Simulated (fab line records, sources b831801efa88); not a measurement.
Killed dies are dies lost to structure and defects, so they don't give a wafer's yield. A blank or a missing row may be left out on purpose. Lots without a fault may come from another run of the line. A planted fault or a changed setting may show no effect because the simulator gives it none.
One fault seen from 2 desks | flow gf180mcu | each desk has only its own numbers; what lay behind them comes last

THE TOOL OWNER'S DESK: implanter-01
The tool's own readings at GF_MVPSD_IMPLANT_09: means of the sampled wafers that have a number, for each lot that ran on this tool. A lot is out of limits, marked OUT, if its mean lies more than 4 standard deviations from the usual mean; the brackets give that distance.
Columns: A = dose_ions_cm2 at GF_MVPSD_IMPLANT_09, usual 5e+12; B = faraday_current_uA at GF_MVPSD_IMPLANT_09, usual 28.2
lot  | first seen here | A                       | B
L175 | day 6 11:19     | 5e+12                   | 27.9
L179 | day 7 17:05     | 7e+12 (+99 or more) OUT | 38.9 (+19) OUT
L180 | day 8 03:35     | 7e+12 (+99 or more) OUT | 39.4 (+20) OUT
This desk's finding: out of limits on L179, L180; first on L179, day 7 17:05 (dose_ions_cm2 at GF_MVPSD_IMPLANT_09). In limits: L175.

THE METROLOGY DESK
What the gauges read, lot by lot, whatever tool the lot ran on: means of the sampled wafers that have a number. A lot is out of limits, marked OUT, if its mean lies more than 4 standard deviations from the usual mean; the brackets give that distance.
Columns: A = VT_IMPLANT_01_OVL at GF_VT_IMPLANT_OVL_MEAS_18, usual 0.1 nm; B = MVPSD_RS at GF_VT_IMPLANT_RS_MEAS_49, usual 1169.1 ohm/sq
lot  | first seen here | A    | B
L169 | day 6 04:13     | -0.3 | 1167.8
L171 | day 6 16:28     | 0.2  | 1163.7
L173 | day 7 05:16     | 1.0  | 1168.9
L175 | day 7 18:56     | 3.1  | 1168.5
L179 | day 9 00:56     | -1.1 | 1091.8 (-31) OUT
L180 | day 9 12:31     | 1.7  | 1091.5 (-31) OUT
L181 | day 9 22:34     | 0.6  | 1169.5
L183 | day 10 04:18    | 0.4  | 1168.0
L184 | day 10 09:47    | 0.4  | 1171.7
L186 | day 11 01:31    | 0.7  | 1169.5
L188 | day 11 05:42    | -3.1 | 1172.6
L191 | day 11 23:58    | -0.9 | 1167.5
L192 | day 12 06:30    | 0.1  | 1169.2
This desk's finding: out of limits on L179, L180; first on L179, day 10 12:30 (MVPSD_RS at GF_VT_IMPLANT_RS_MEAS_49). In limits: L169, L171, L173, L175, L181, L183, L184, L186, L188, L191, L192.

PUT TOGETHER
The tool owner's desk could have raised an alarm at day 7 17:05, on L179, L180.
The metrology desk could have raised an alarm at day 10 12:30, on L179, L180.
Of the lots named, all ran GF_MVPSD_IMPLANT_09 on implanter-01.

WHAT THE SIMULATOR HAD PUT IN
Process parameter drift: implanter-01, from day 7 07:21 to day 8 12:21, at GF_MVPSD_IMPLANT_09. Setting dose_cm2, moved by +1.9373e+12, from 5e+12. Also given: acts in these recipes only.
Lots struck among those shown: L179, L180.
Hours from the fault's start to each desk's first reading out of limits: the tool owner's desk, 10; the metrology desk, 77.
